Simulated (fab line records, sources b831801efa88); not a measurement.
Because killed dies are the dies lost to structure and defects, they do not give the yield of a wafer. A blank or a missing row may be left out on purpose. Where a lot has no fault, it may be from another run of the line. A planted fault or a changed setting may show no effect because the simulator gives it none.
fab line records	flow sky130
record lots=13	wafers=39	last-day=50
route steps=708 shown RES_PROTECT@214 POLY_GATE@218 LDD_N@249 LDD_P@266 PAD_OPEN@708
lots that met no fault: taken from a fault-free run of the same line
start-h: start of the lot's first displayed wafer, in hours after the record's first day	wait-h: time in hours since the lot's previous step	" unchanged from the row above	L1.1+2: one row covering several wafers at once	- value missing, or start not given	* or withheld: withheld	< > ~ a bound
route shown NAME@n: NAME is a module with steps in the file, n the number in the route of the first one	usual: the fault-free wafers' mean and standard deviation	same: alike in all rows	chamber/n: place in a boat	sites: per-site readings	_std_site: standard deviation of those values	_edge_site: outer sites' mean less inner sites'	radius-mm: for every site, how far away it sits from the centre of the wafer	mask NAME#n: copy n	behind: the last tool/chamber to shape the wafer	hold: why the lot was held/for how many hours/how that ended	device: names the non-switching transistor (n, p or np)	end of line: at the end of the route, the tests of the same wafers	a step given without rows: its recipe and nothing more	killed: dies lost to structure and defects at the first sort, not the wafer's yield	map: per-die view of a wafer (x killed, . not killed, _ where there is no die)
set.NAME: the run value of the setting; set.NAME@STEP: its run value at that earlier step	model.NAME: the simulator's own value behind a step, which no gauge read
the route's steps for a sample of lots (tables are steps, rows are wafers)
services: from which hour (start-h, from the record's first day; less than 0 if before it) a tool's chamber was out of use, for how many hours, and why
## steps
# step SKY_RES_PROTECT_STRIP_07
# recipe chemistry=O2/N2	power-w=1400	pressure-mtorr=1500	platen-temp-c=withheld	o2-flow-sccm=3000	n2-flow-sccm=300	overash-fraction=0.5
# usual chamber-pressure-mTorr=1500.0/1.6	drypump-motor-current-A=5.4/0.32	n2-flow-sccm=300.1/0.85	oes-product-au=0.518/0.0044	strip-time-to-endpoint-s=23.29/0.041
lot.wafer	tool	chamber	start-h	wait-h	chamber-pressure-mTorr	drypump-motor-current-A	n2-flow-sccm	oes-product-au	rf-hours-counter-h	strip-time-to-endpoint-s
L100.2	plasma-asher-04	1	337.17	0.1	1498.3	5.8	300.5	0.510	22	23.33
L100.5	"	1	"	"	1498.1	5.8	299.4	0.518	-	23.29
L100.6	"	0	"	"	1500.5	5.6	300.3	0.522	-	23.28
L101.1	plasma-asher-02	1	348.50	0.1	1501.3	5.6	301.1	0.522	54	23.30
L101.3	"	1	"	"	1501.3	5.6	300.0	0.523	-	23.31
L101.4	"	0	"	"	1501.0	4.9	300.3	0.524	-	23.31
L102.3	plasma-asher-01	0	355.19	0.1	1502.4	5.2	299.3	0.516	-	23.26
L102.4	"	1	"	"	1500.7	5.4	299.7	0.525	-	23.31
L102.5	"	0	"	"	1499.9	5.2	300.8	0.509	-	23.31
L105.1	plasma-asher-01	0	391.42	0.1	1501.1	5.2	298.6	0.515	69	23.27
L105.3	"	1	"	"	1500.3	5.5	300.1	0.512	-	23.29
L105.5	"	0	"	"	1501.0	5.2	298.8	0.518	-	23.31
L107.2	plasma-asher-04	0	408.12	0.1	1499.9	5.6	299.7	0.517	28	23.32
L107.4	"	0	"	"	1500.1	5.6	299.9	0.523	-	23.29
L107.6	"	0	"	"	1500.8	5.6	299.7	0.513	-	23.32
L106.2	plasma-asher-02	0	410.30	0.1	1500.6	4.9	299.6	0.515	60	23.30
L106.5	"	1	"	"	1500.5	5.6	299.3	0.517	-	23.31
L106.6	"	0	"	"	1496.9	4.9	300.1	0.513	-	23.34
L108.1	plasma-asher-02	1	416.56	0.1	1501.0	5.6	301.2	0.519	61	23.25
L108.2	"	0	"	"	1499.2	4.9	299.4	0.521	61	23.27
L108.4	"	0	"	"	1499.7	4.9	299.9	0.517	-	23.27
L110.1	plasma-asher-01	1	431.15	0.1	1500.0	5.4	299.9	0.518	0	23.32
L110.5	"	0	"	"	1503.1	5.2	300.0	0.525	-	23.29
L110.6	"	1	"	"	1498.2	5.5	299.9	0.519	-	23.35
L116.3	plasma-asher-02	1	489.61	0.1	1499.1	5.6	300.7	0.516	-	23.27
L116.4	"	0	"	"	1500.6	4.9	299.7	0.519	-	23.26
L116.6	"	0	"	"	1501.4	4.9	299.5	0.508	-	23.31
L118.1	plasma-asher-04	0	495.72	0.1	1501.7	5.6	302.6	0.523	38	23.25
L118.5	"	0	"	"	1498.3	5.6	301.6	0.524	-	23.30
L118.6	"	1	"	"	1500.2	5.9	301.2	0.521	-	23.29
L119.2	plasma-asher-02	1	503.82	0.1	1501.1	5.6	298.9	0.520	68	23.26
L119.4	"	0	"	"	1500.1	4.9	299.2	0.516	-	23.26
L119.6	"	0	"	"	1498.5	4.9	298.8	0.515	-	23.28
L122.1	plasma-asher-01	1	535.00	0.1	1497.4	5.4	299.9	0.514	11	23.33
L122.3	"	1	"	"	1495.5	5.4	300.1	0.518	-	23.30
L122.4	"	0	"	"	1501.1	5.2	299.6	0.525	-	23.35
L123.1	plasma-asher-04	1	536.55	0.1	1495.9	5.8	299.8	0.518	42	23.31
L123.3	"	1	"	"	1501.5	5.8	301.1	0.521	-	23.27
L123.5	"	1	"	"	1498.7	5.8	301.1	0.517	-	23.33
# step SKY_POLY_GATE_THK_MEAS_04
# recipe reads=Si3N4_of_POLY_GATE_CVD_03
# usual POLY_GATE_CVD_03_THK=75.1/0.63
lot.wafer	tool	chamber	start-h	wait-h	POLY_GATE_CVD_03_THK[nm]
L100.2	film-metro-01	-	339.85	0.0	76.1
L100.5	"	-	"	"	75.8
L100.6	"	-	"	"	76.0
L101.1	film-metro-03	-	350.89	0.0	75.0
L101.3	"	-	"	"	74.7
L101.4	"	-	"	"	74.8
L102.3	film-metro-01	-	356.74	0.0	75.0
L102.4	"	-	"	"	74.6
L102.5	"	-	"	"	74.6
L105.1	film-metro-03	-	396.88	0.0	74.8
L105.3	"	-	"	"	74.9
L105.5	"	-	"	"	75.4
L107.2	film-metro-03	-	409.85	0.0	75.4
L107.4	"	-	"	"	75.5
L107.6	"	-	"	"	74.9
L106.2	film-metro-01	-	411.88	0.0	76.5
L106.5	"	-	"	"	76.4
L106.6	"	-	"	"	75.9
L108.1	film-metro-01	-	419.96	0.0	74.4
L108.2	"	-	"	"	74.0
L108.4	"	-	"	"	74.5
L110.1	film-metro-02	-	432.72	0.0	75.0
L110.5	"	-	"	"	74.8
L110.6	"	-	"	"	74.7
L116.3	film-metro-02	-	491.16	0.0	75.9
L116.4	"	-	"	"	76.2
L116.6	"	-	"	"	76.1
L118.1	film-metro-03	-	497.63	0.0	75.7
L118.5	"	-	"	"	75.8
L118.6	"	-	"	"	75.1
L119.2	film-metro-02	-	505.41	0.0	75.0
L119.4	"	-	"	"	74.0
L119.6	"	-	"	"	74.5
L122.1	film-metro-02	-	537.61	0.0	74.2
L122.3	"	-	"	"	73.8
L122.4	"	-	"	"	74.2
L123.1	film-metro-03	-	540.02	0.0	74.6
L123.3	"	-	"	"	74.7
L123.5	"	-	"	"	74.2
# step SKY_LDD_N_IMPLANT_12
# recipe species=BF2	energy-kev=50	dose-cm2=5e+12	tilt-deg=30	rotation-deg=0
# usual tilt-deg=29.998/0.021
# same implant-ion-amu=49
lot.wafer	tool	chamber	start-h	wait-h	tilt-deg
L100.2	implanter-04	0	398.46	0.1	30.000
L100.5	"	0	"	"	30.024
L100.6	"	0	"	"	29.995
L101.1	implanter-03	0	411.99	0.1	29.997
L101.3	"	0	"	"	29.973
L101.4	"	0	"	"	30.037
L102.3	implanter-01	0	419.46	0.1	29.982
L102.4	"	0	"	"	30.008
L102.5	"	0	"	"	29.999
L105.1	implanter-01	0	462.44	0.1	30.012
L105.3	"	0	"	"	30.010
L105.5	"	0	"	"	30.030
L107.2	implanter-03	0	473.66	0.1	30.000
L107.4	"	0	"	"	30.015
L107.6	"	0	"	"	29.958
L106.2	implanter-03	0	476.11	0.1	29.998
L106.5	"	0	"	"	29.989
L106.6	"	0	"	"	30.030
L108.1	implanter-04	0	483.81	0.1	29.988
L108.2	"	0	"	"	29.997
L108.4	"	0	"	"	29.981
L110.1	implanter-01	0	497.04	0.1	30.004
L110.5	"	0	"	"	29.987
L110.6	"	0	"	"	29.993
L116.3	implanter-01	0	553.24	0.1	-0.011
L116.4	"	0	"	"	-0.027
L116.6	"	0	"	"	-0.016
L118.1	implanter-01	0	559.64	0.1	-0.013
L118.5	"	0	"	"	-0.021
L118.6	"	0	"	"	-0.035
L119.2	implanter-04	0	568.33	0.1	29.958
L119.4	"	0	"	"	29.986
L119.6	"	0	"	"	29.982
L122.1	implanter-03	0	599.19	0.1	29.975
L122.3	"	0	"	"	30.026
L122.4	"	0	"	"	30.025
L123.1	implanter-03	0	601.84	0.1	29.996
L123.3	"	0	"	"	29.965
L123.5	"	0	"	"	29.988
# step SKY_LDD_P_TW_MEAS_11
# usual LDD_P_TW=642/3.4
lot.wafer	tool	chamber	start-h	wait-h	LDD_P_TW
L100.2	film-metro-02	-	429.62	0.1	642
L100.5	"	-	"	"	642
L100.6	"	-	"	"	644
L101.1	film-metro-03	-	443.26	0.1	642
L101.3	"	-	"	"	641
L101.4	"	-	"	"	642
L102.3	film-metro-02	-	451.55	0.1	638
L102.4	"	-	"	"	637
L102.5	"	-	"	"	641
L105.1	film-metro-02	-	493.96	0.1	640
L105.3	"	-	"	"	637
L105.5	"	-	"	"	642
L107.2	film-metro-02	-	505.69	0.1	644
L107.4	"	-	"	"	646
L107.6	"	-	"	"	639
L106.2	film-metro-03	-	508.12	0.1	643
L106.5	"	-	"	"	643
L106.6	"	-	"	"	642
L108.1	film-metro-02	-	515.43	0.1	639
L108.2	"	-	"	"	640
L108.4	"	-	"	"	638
L110.1	film-metro-02	-	527.86	0.1	640
L110.5	"	-	"	"	641
L110.6	"	-	"	"	643
L116.3	film-metro-02	-	583.23	0.1	639
L116.4	"	-	"	"	640
L116.6	"	-	"	"	638
L118.1	film-metro-03	-	590.53	0.1	645
L118.5	"	-	"	"	644
L118.6	"	-	"	"	648
L119.2	film-metro-02	-	598.87	0.1	638
L119.4	"	-	"	"	641
L119.6	"	-	"	"	638
L122.1	film-metro-02	-	629.58	0.1	644
L122.3	"	-	"	"	642
L122.4	"	-	"	"	640
L123.1	film-metro-04	-	632.61	0.1	639
L123.3	"	-	"	"	637
L123.5	"	-	"	"	637
# step SKY_PAD_OPEN_PROBE_99
# usual killed_at_M0_to_M3=42/7.1	killed_at_M4_up=3.3/1.9	killed-at-contacts=24/5	killed-at-front-end=15/4.7	killed-at-other=0.3/0.61	killed-dies=86/9.6	killed-open=47/7.5	killed-short=38/6.6
# same gross-dies=492	killed-at-back-side=0
lot.wafer	tool	chamber	start-h	wait-h	killed_at_M0_to_M3	killed_at_M4_up	killed-at-contacts	killed-at-front-end	killed-at-other	killed-dies	killed-open	killed-short
L105.1	prober-01	-	1115.04	0.1	51	5	28	12	0	96	54	42
L105.3	prober-01	-	1115.14	0.2	45	4	20	15	0	84	56	28
L105.5	prober-01	-	1115.24	0.2	41	4	31	13	0	89	42	47
L107.2	prober-02	-	1124.39	0.1	42	2	19	20	0	83	39	44
L107.4	prober-02	-	1124.49	0.2	46	0	27	13	0	86	57	28
L107.6	prober-02	-	1124.59	0.2	40	1	30	17	0	88	49	39
L106.2	prober-01	-	1124.90	0.1	44	5	19	13	0	81	41	40
L106.5	prober-01	-	1125.05	0.2	44	6	26	7	0	83	43	40
L108.1	prober-02	-	1127.46	0.1	41	5	22	14	0	82	41	41
L108.2	prober-02	-	1127.51	0.1	46	2	18	14	1	81	44	37
L108.4	prober-02	-	1127.61	0.2	51	1	20	11	0	83	46	37
L110.5	prober-02	-	1141.23	0.2	47	5	17	12	2	83	42	40
L116.3	prober-01	-	1174.37	0.2	53	3	29	16	1	102	54	47
L116.4	prober-01	-	1174.42	0.2	40	1	22	15	1	79	45	34
L116.6	prober-01	-	1174.52	0.2	49	6	23	25	0	103	50	53
L118.1	prober-02	-	1179.25	0.1	35	0	28	21	0	84	51	33
L118.5	prober-02	-	1179.45	0.2	40	5	25	16	0	86	49	37
L118.6	prober-02	-	1179.50	0.2	33	3	26	19	0	81	43	38
# killed by level:class
L105.1 LI_CONTACT:geometric-particle:open=11 CONTACT:geometric-particle:open=10 VIA1:geometric-particle:open=10 METAL2:geometric-particle:short=8 VIA3:geometric-particle:open=6 METAL1:geometric-particle:short=5 VIA2:geometric-particle:open=5 POLY_GATE:geometric-particle:short=4
L105.3 VIA2:geometric-particle:open=11 LI_CONTACT:geometric-particle:open=9 VIA1:geometric-particle:open=9 VIA3:geometric-particle:open=9 CONTACT:geometric-particle:open=6 METAL3:geometric-particle:short=5 FIELD_ISO:geometric-particle:open=4 FIELD_ISO:geometric-particle:short=4
L105.5 CONTACT:geometric-particle:open=10 METAL1:geometric-particle:short=7 CONTACT:geometric-particle:short=7 VIA2:geometric-particle:open=7 VIA1:geometric-particle:open=6 LI_CONTACT:geometric-particle:open=5 VIA1:geometric-particle:short=5 VIA3:geometric-particle:open=5
L107.2 METAL1:geometric-particle:short=9 FIELD_ISO:geometric-particle:open=6 VIA1:geometric-particle:open=6 VIA2:geometric-particle:open=6 VIA3:geometric-particle:open=6 CONTACT:geometric-particle:open=5 METAL2:geometric-particle:short=5 FIELD_ISO:geometric-particle:short=4
L107.4 VIA1:geometric-particle:open=12 CONTACT:geometric-particle:open=12 LI_CONTACT:geometric-particle:open=9 VIA2:geometric-particle:open=9 METAL2:geometric-particle:short=5 POLY_GATE:geometric-particle:open=4 METAL1:geometric-particle:short=4 FIELD_ISO:geometric-particle:short=3
L107.6 CONTACT:geometric-particle:short=8 CONTACT:geometric-particle:open=8 VIA3:geometric-particle:open=8 FIELD_ISO:geometric-particle:open=7 METAL1:geometric-particle:short=7 LI_CONTACT:geometric-particle:open=6 VIA1:geometric-particle:open=5 VIA2:geometric-particle:open=5
L106.2 CONTACT:geometric-particle:open=8 VIA1:geometric-particle:open=8 VIA1:geometric-particle:short=7 VIA2:geometric-particle:open=6 VIA3:geometric-particle:open=6 LI_CONTACT:geometric-particle:open=4 VIA3:geometric-particle:short=4 METAL2:geometric-particle:short=4
L106.5 CONTACT:geometric-particle:open=12 VIA1:geometric-particle:open=8 VIA2:geometric-particle:open=8 METAL4:geometric-particle:short=6 METAL2:geometric-particle:short=6 METAL1:geometric-particle:short=5 POLY_GATE:geometric-particle:open=4 LI_CONTACT:geometric-particle:open=4
L108.1 METAL1:geometric-particle:short=10 CONTACT:geometric-particle:open=9 VIA1:geometric-particle:open=6 CONTACT:geometric-particle:short=5 VIA1:geometric-particle:short=5 METAL2:geometric-particle:short=5 FIELD_ISO:geometric-particle:open=4 POLY_GATE:geometric-particle:open=4
L108.2 VIA3:geometric-particle:open=11 METAL1:geometric-particle:short=8 VIA1:geometric-particle:open=8 FIELD_ISO:geometric-particle:short=7 LI_CONTACT:geometric-particle:open=6 VIA2:geometric-particle:open=6 CONTACT:geometric-particle:open=5 VIA1:geometric-particle:short=5
L108.4 VIA3:geometric-particle:open=14 VIA1:geometric-particle:open=7 CONTACT:geometric-particle:short=6 CONTACT:geometric-particle:open=6 METAL2:geometric-particle:short=6 POLY_GATE:geometric-particle:open=5 METAL1:geometric-particle:short=5 LI_CONTACT:geometric-particle:open=4
L110.5 METAL2:geometric-particle:short=10 VIA1:geometric-particle:open=9 CONTACT:geometric-particle:open=7 VIA3:geometric-particle:open=6 METAL3:geometric-particle:short=6 VIA2:geometric-particle:open=6 FIELD_ISO:geometric-particle:open=5 METAL1:geometric-particle:short=5
L116.3 VIA3:geometric-particle:open=10 CONTACT:geometric-particle:open=10 VIA1:geometric-particle:open=9 VIA1:geometric-particle:short=7 METAL2:geometric-particle:short=7 FIELD_ISO:geometric-particle:short=6 LOCAL_INTERCONNECT:geometric-particle:short=6 LI_CONTACT:geometric-particle:open=6
L116.4 VIA1:geometric-particle:open=10 CONTACT:geometric-particle:open=8 VIA1:geometric-particle:short=6 POLY_GATE:geometric-particle:open=5 LI_CONTACT:geometric-particle:open=5 VIA3:geometric-particle:open=5 VIA2:geometric-particle:open=5 FIELD_ISO:geometric-particle:short=4
L116.6 FIELD_ISO:geometric-particle:short=9 METAL1:geometric-particle:short=8 VIA3:geometric-particle:open=7 CONTACT:geometric-particle:open=7 VIA2:geometric-particle:open=7 CONTACT:geometric-particle:short=6 METAL2:geometric-particle:short=6 POLY_GATE:geometric-particle:open=5
L118.1 CONTACT:geometric-particle:open=10 VIA1:geometric-particle:open=8 LI_CONTACT:geometric-particle:open=8 POLY_GATE:geometric-particle:open=7 VIA3:geometric-particle:open=7 METAL2:geometric-particle:short=5 FIELD_ISO:geometric-particle:open=4 LOCAL_INTERCONNECT:geometric-particle:short=4
L118.5 VIA1:geometric-particle:open=10 CONTACT:geometric-particle:open=9 VIA1:geometric-particle:short=7 LI_CONTACT:geometric-particle:open=6 VIA3:geometric-particle:open=6 METAL2:geometric-particle:short=4 VIA2:geometric-particle:short=4 FIELD_ISO:geometric-particle:open=3
L118.6 LI_CONTACT:geometric-particle:open=9 CONTACT:geometric-particle:open=8 METAL2:geometric-particle:short=7 VIA3:geometric-particle:open=7 VIA1:geometric-particle:open=6 FIELD_ISO:geometric-particle:short=5 FIELD_ISO:geometric-particle:open=4 CONTACT:geometric-particle:short=4
## services
tool	chamber	start-h	hours	kind
plasma-asher-02	-	318.52	7.1	repair
implanter-04	-	328.60	8.0	repair
plasma-asher-04	-	337.48	2.8	pm
implanter-03	-	359.60	2.6	repair
plasma-asher-01	-	362.56	11.4	repair
plasma-asher-01	-	368.78	1.1	repair
implanter-04	-	415.19	12.2	pm
plasma-asher-01	-	421.25	9.0	pm
plasma-asher-01	0	421.25	9.0	vent-cycle
plasma-asher-01	1	421.25	9.0	vent-cycle
implanter-04	-	427.80	2.4	repair
plasma-asher-02	-	428.36	10.3	repair
plasma-asher-01	0	430.25	-	clean
plasma-asher-01	1	430.25	-	clean
implanter-03	-	430.63	1.1	repair
implanter-04	-	444.88	1.0	repair
implanter-03	-	463.14	6.4	pm
implanter-03	-	488.95	31.2	pm
plasma-asher-04	-	551.89	15.6	pm
plasma-asher-02	-	584.81	2.1	repair
implanter-03	-	586.35	3.5	repair
plasma-asher-04	-	591.40	2.3	repair
## key
first-sign step=SKY_LDD_N_IMPLANT_12	reading=tilt-deg	direction=down	sigmas=99+	usual=*	struck=*
effect none on later readings
met-at SKY_LDD_N_IMPLANT_12
struck-lots L116,L118
tester-left-out L116,L118
not-acting-at SKY_RES_PROTECT_STRIP_07,SKY_POLY_GATE_THK_MEAS_04,SKY_LDD_P_TW_MEAS_11
onset-between 497.04 553.24
fault kind=process-parameter-drift	tool=implanter-01	chamber=-	onset-h=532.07	steps=SKY_LDD_N_IMPLANT_12	channel=tilt-deg	offset=*	shape=step	end-h=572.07	acts-in=*	stated=*
# tester-left-out: of these lots the tester's yield and bins aren't shown, on N5 and GAA mostly nor the transistor test; their killed dies are dies lost to structure and defects alone, not to doping, threshold or leakage, so they don't give the yield
